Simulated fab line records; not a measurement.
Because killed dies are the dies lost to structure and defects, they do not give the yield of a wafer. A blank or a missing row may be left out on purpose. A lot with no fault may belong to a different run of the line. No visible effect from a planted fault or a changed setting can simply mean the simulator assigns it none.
fab line records ; flow gf180mcu ; part 2 of 2: steps 27 to 36 of 36
[record] lots = 5; wafers = 15; lastDay = 34
route steps=602 shown M5@528 V5@540
lots untouched by any fault: they come from a run of this same line in which no faults occurred
startH: the number of hours between the record's first day and the start of the first shown wafer of the lot ; waitH: hours from the lot's prior step to this one ; " as in the row above ; L1.1+2: a single row standing in for several wafers ; - no value, or no start was given ; * or withheld: withheld ; < > ~ a bound
route shown NAME@n: names a module that has steps shown in the file, with the first one's number in the route ; usual: mean/standard deviation taken from wafers without a fault ; same: alike in all rows ; chamber/n: place in a boat ; sites: readings site by site ; _std_site: standard deviation of those values ; _edge_site: outer sites' mean less inner sites' ; radiusMm: how far each site lies from the wafer's centre ; mask NAME#n: copy n ; behind: the tool/chamber that last shaped the wafer ; hold: what put the lot on hold/how long, in hours/how the hold closed ; device: which transistor (n, p or np) failed to switch ; end of line: the route-end tests of the same wafers ; a step without rows: its recipe alone ; killed: dies that structure and defects cost at the first sort, which is not the same as the wafer's yield ; map: a wafer's dies, x killed, . not, _ none there
set.NAME: the run value of the setting; set.NAME@STEP: its run value at that earlier step ; model.NAME: the simulator's own value behind a step, which no gauge read
lots at some steps of the route; a table a step, a row a wafer
services: from which hour (startH, from the record's first day; less than 0 if before it) a tool's chamber was out of use, for how many hours, and why
[[steps]]
[step GF_V5_CD_MEAS_14]
[recipe] targetCdNm = 260
[usual] cdNm = 260.3/1.4
lot.wafer;tool;chamber;startH;waitH;cdNm
L077.2;cdSem-02;-;652.06;0.1;262.5
L077.3;cdSem-02;-;652.06;0.1;261.4
L077.6;cdSem-02;-;652.06;0.1;261.7
L081.1;cdSem-01;-;685.43;0.1;261.1
L081.2;cdSem-01;-;685.43;0.1;259.6
L081.5;cdSem-01;-;685.43;0.1;260.5
L086.3;cdSem-02;-;716.77;0.1;259.2
L086.5;cdSem-02;-;716.77;0.1;259.0
L086.6;cdSem-02;-;716.77;0.1;259.8
L091.2;cdSem-02;-;748.31;0.3;262.9
L091.5;cdSem-02;-;748.31;0.3;262.6
L091.6;cdSem-02;-;748.31;0.3;263.2
L096.1;cdSem-02;-;779.49;0.1;262.2
L096.3;cdSem-02;-;779.49;0.1;261.8
L096.4;cdSem-02;-;779.49;0.1;262.2
[step GF_V5_OVL_MEAS_15]
[usual] V5_OVL = -1/5
lot.wafer;tool;chamber;startH;waitH;V5_OVL[nm]
L077.2;overlay-02;-;652.17;0.1;2
L077.3;overlay-02;-;652.17;0.1;-3
L077.6;overlay-02;-;652.17;0.1;1
L081.1;overlay-01;-;685.55;0.1;-8
L081.2;overlay-01;-;685.55;0.1;-1
L081.5;overlay-01;-;685.55;0.1;-1
L086.3;overlay-01;-;716.86;0.1;11
L086.5;overlay-01;-;716.86;0.1;5
L086.6;overlay-01;-;716.86;0.1;12
L091.2;overlay-02;-;748.41;0.1;-4
L091.5;overlay-02;-;748.41;0.1;-15
L091.6;overlay-02;-;748.41;0.1;-9
L096.1;overlay-01;-;779.61;0.1;-6
L096.3;overlay-01;-;779.61;0.1;-9
L096.4;overlay-01;-;779.61;0.1;-4
[step GF_V5_ETCH_16]
[recipe] chemistry = N2/H2; targetDepthA = withheld; overetchA = withheld; timeS = withheld; target = BARC; ionEnergyEv = 200; sourceW = 500; biasW = 100; pressureMtorr = 30; n2FlowSccm = 100; h2FlowSccm = 200
[usual] drypumpMotorCurrentA = 5.5/0.55; oesProductAu = 0.855/0.0046; throttleValvePct = 13.223/0.0094
lot.wafer;tool;chamber;startH;waitH;drypumpMotorCurrentA;oesProductAu;throttleValvePct
L077.2;rieDiel-01;0;652.20;0.0;5.8;0.854;13.214
L077.3;rieDiel-01;3;652.20;0.0;5.0;0.845;13.227
L077.6;rieDiel-01;1;652.20;0.0;4.6;0.848;13.207
L081.1;rieDiel-04;0;685.58;0.0;5.2;0.855;13.214
L081.2;rieDiel-04;1;685.58;0.0;5.4;0.857;13.220
L081.5;rieDiel-04;2;685.58;0.0;6.6;0.854;13.224
L086.3;rieDiel-01;2;716.89;0.0;5.4;0.857;13.223
L086.5;rieDiel-01;0;716.89;0.0;5.8;0.858;13.220
L086.6;rieDiel-01;3;716.89;0.0;5.0;0.853;13.217
L091.2;rieDiel-02;3;748.44;0.0;4.9;0.863;13.222
L091.5;rieDiel-02;0;748.44;0.0;5.7;0.852;13.227
L091.6;rieDiel-02;1;748.44;0.0;5.9;0.851;13.216
L096.1;rieDiel-04;0;779.64;0.0;5.2;0.849;13.217
L096.3;rieDiel-04;3;779.64;0.0;6.0;0.849;13.215
L096.4;rieDiel-04;3;779.64;0.0;6.1;0.853;13.245
[step GF_V5_ETCH_17]
[recipe] chemistry = C4F8/O2/Ar; maskMaterial = KrF; target = SiO2; stopOn = TiN; sourceW = 1500; biasW = 1200; pressureMtorr = 40; c4f8FlowSccm = withheld; O2_flow_sccm = 6; Ar_flow_sccm = 300; timeS = withheld; targetDepthA = 8550
[usual] oesProductAu = 0.859/0.0049
lot.wafer;tool;chamber;startH;waitH;oesProductAu
L077.2;rieDiel-01;0;-;-;0.857
L077.3;rieDiel-01;3;-;-;0.861
L077.6;rieDiel-01;1;-;-;0.859
L081.1;rieDiel-04;0;-;-;0.858
L081.2;rieDiel-04;1;-;-;0.855
L081.5;rieDiel-04;2;-;-;0.859
L086.3;rieDiel-01;2;-;-;0.862
L086.5;rieDiel-01;0;-;-;0.864
L086.6;rieDiel-01;3;-;-;0.852
L091.2;rieDiel-02;3;-;-;0.859
L091.5;rieDiel-02;0;-;-;0.861
L091.6;rieDiel-02;1;-;-;0.854
L096.1;rieDiel-04;0;-;-;0.863
L096.3;rieDiel-04;3;-;-;0.853
L096.4;rieDiel-04;3;-;-;0.860
[step GF_V5_STRIP_18]
[recipe] chemistry = O2/N2; powerW = 1400; pressureMtorr = 1500; platenTempC = 250; o2FlowSccm = 3000; n2FlowSccm = 300; overashFraction = 0.5
[usual] drypumpMotorCurrentA = 5.6/0.56; heaterPowerW = 323/12; oesProductAu = 0.569/0.0051
lot.wafer;tool;chamber;startH;waitH;drypumpMotorCurrentA;heaterPowerW;oesProductAu;rfHoursCounterH
L077.2;plasmaAsher-03;1;652.35;-;5.0;308;0.573;107
L077.3;plasmaAsher-03;1;652.35;-;5.0;306;0.570;-
L077.6;plasmaAsher-03;0;652.35;-;5.4;337;0.571;-
L081.1;plasmaAsher-04;0;685.74;-;5.8;325;0.569;26
L081.2;plasmaAsher-04;1;685.74;-;5.9;321;0.564;26
L081.5;plasmaAsher-04;1;685.74;-;5.9;323;0.565;-
L086.3;plasmaAsher-03;0;717.07;-;5.5;332;0.563;-
L086.5;plasmaAsher-03;1;717.07;-;5.0;304;0.579;-
L086.6;plasmaAsher-03;0;717.07;-;5.4;336;0.569;-
L091.2;plasmaAsher-03;0;748.60;-;5.5;360;0.570;0
L091.5;plasmaAsher-03;1;748.60;-;5.0;318;0.568;-
L091.6;plasmaAsher-03;0;748.60;-;5.5;350;0.579;-
L096.1;plasmaAsher-03;0;779.80;-;5.5;364;0.571;4
L096.3;plasmaAsher-03;0;779.80;-;5.5;362;0.570;-
L096.4;plasmaAsher-03;1;779.80;-;5.0;319;0.566;-
[step GF_V5_STRIP_19]
[recipe] chemistry = postEtchResidueRemover; timeS = 1200; tempC = 72.5
lot.wafer;tool;chamber;startH;waitH
L077.2+3+6;wetBench-04;0;652.45;0.1
L081.1+2+5;wetBench-03;1;685.84;0.1
L086.3+5+6;wetBench-04;2;717.14;0.0
L091.2+5+6;wetBench-04;1;748.70;0.1
L096.1+3+4;wetBench-03;3;779.90;0.1
[step GF_V5_CLEAN_20]
[recipe] chemistry = DIW; dry = n2Spin
lot.wafer;tool;chamber;startH;waitH
L077.2+3+6;wetBench-01;1;652.79;0.0
L081.1+2+5;wetBench-03;1;686.21;0.0
L086.3+5+6;wetBench-03;1;717.82;0.0
L091.2+5+6;wetBench-03;2;749.04;0.0
L096.1+3+4;wetBench-04;3;780.24;0.0
[step GF_V5_SPUTTER_21]
[recipe] material = Ti; targetThkNm = 15; chamberPressurePa = 5; powerW = 2500; substrateTempC = 200; timeS = 80.02
[usual] throttleValvePct = 29.9/1.5
lot.wafer;tool;chamber;startH;waitH;throttleValvePct
L077.2;pvdSputter-04;-;652.88;0.0;27.4
L077.3;pvdSputter-04;-;652.88;0.0;30.4
L077.6;pvdSputter-04;-;652.88;0.0;27.6
L081.1;pvdSputter-01;-;686.31;0.0;31.5
L081.2;pvdSputter-01;-;686.31;0.0;30.3
L081.5;pvdSputter-01;-;686.31;0.0;29.0
L086.3;pvdSputter-04;-;717.91;0.0;27.7
L086.5;pvdSputter-04;-;717.91;0.0;32.4
L086.6;pvdSputter-04;-;717.91;0.0;27.7
L091.2;pvdSputter-04;-;749.13;0.0;27.4
L091.5;pvdSputter-04;-;749.13;0.0;27.4
L091.6;pvdSputter-04;-;749.13;0.0;32.7
L096.1;pvdSputter-03;-;780.33;0.0;29.0
L096.3;pvdSputter-03;-;780.33;0.0;30.9
L096.4;pvdSputter-03;-;780.33;0.0;30.5
[step GF_V5_SPUTTER_22]
[recipe] material = TiN; targetThkNm = 10; chamberPressurePa = 5; powerW = 4000; timeS = 40
[usual] throttleValvePct = 29.9/1.4
lot.wafer;tool;chamber;startH;waitH;throttleValvePct
L077.2;pvdSputter-04;-;652.94;0.0;27.6
L077.3;pvdSputter-04;-;652.94;0.0;30.0
L077.6;pvdSputter-04;-;652.94;0.0;27.9
L081.1;pvdSputter-01;-;686.37;0.0;31.7
L081.2;pvdSputter-01;-;686.37;0.0;30.4
L081.5;pvdSputter-01;-;686.37;0.0;29.1
L086.3;pvdSputter-04;-;717.97;0.0;27.5
L086.5;pvdSputter-04;-;717.97;0.0;32.6
L086.6;pvdSputter-04;-;717.97;0.0;27.8
L091.2;pvdSputter-04;-;749.19;0.0;27.6
L091.5;pvdSputter-04;-;749.19;0.0;27.7
L091.6;pvdSputter-04;-;749.19;0.0;32.5
L096.1;pvdSputter-03;-;780.39;0.0;29.1
L096.3;pvdSputter-03;-;780.39;0.0;30.4
L096.4;pvdSputter-03;-;780.39;0.0;30.7
[step GF_V5_CVD_23]
[recipe] material = W; targetThkNm = 350; timeS = 104.9; tempC = 400; pressureTorr = 40
[usual] heaterPowerW = 874/39
lot.wafer;tool;chamber;startH;waitH;heaterPowerW
L077.2;cvdW-02;0;652.98;0.0;794
L077.3;cvdW-02;0;652.98;0.0;800
L077.6;cvdW-02;1;652.98;0.0;917
L081.1;cvdW-01;0;686.41;0.0;893
L081.2;cvdW-01;1;686.41;0.0;902
L081.5;cvdW-01;0;686.41;0.0;876
L086.3;cvdW-01;0;718.05;0.1;893
L086.5;cvdW-01;0;718.05;0.1;870
L086.6;cvdW-01;1;718.05;0.1;882
L091.2;cvdW-01;1;749.27;0.1;879
L091.5;cvdW-01;1;749.27;0.1;906
L091.6;cvdW-01;1;749.27;0.1;891
L096.1;cvdW-02;1;780.43;0.0;900
L096.3;cvdW-02;0;780.43;0.0;807
L096.4;cvdW-02;1;780.43;0.0;897
[[services]]
tool;chamber;startH;hours;kind
krfScanner-02;-;612.00;1.6;repair
krfScanner-01;-;617.86;0.8;pm
krfScanner-01;-;624.37;0.5;repair
krfScanner-02;-;631.14;0.8;pm
rieDiel-04;2;650.09;10.5;repair
rieDiel-01;0;654.40;8.3;repair
krfScanner-01;-;656.19;1.3;pm
rieDiel-01;3;656.31;4.3;repair
krfScanner-01;-;670.25;3.2;repair
rieDiel-04;3;675.19;11.5;repair
krfScanner-01;-;686.74;11.6;pm
krfScanner-01;-;702.02;1.0;pm
rieDiel-02;2;712.86;15.0;repair
krfScanner-01;-;714.96;4.4;pm
rieDiel-01;2;718.60;4.4;repair
rieDiel-02;1;733.02;4.4;repair
plasmaAsher-03;-;733.75;9.0;pm
krfScanner-02;-;741.31;1.0;pm
plasmaAsher-03;-;745.26;2.8;pm
pvdSputter-04;-;755.28;8.2;repair
krfScanner-02;-;762.61;1.3;pm
krfScanner-02;-;765.53;0.2;repair
pvdSputter-04;-;771.03;10.9;repair
rieDiel-04;2;774.93;10.4;repair
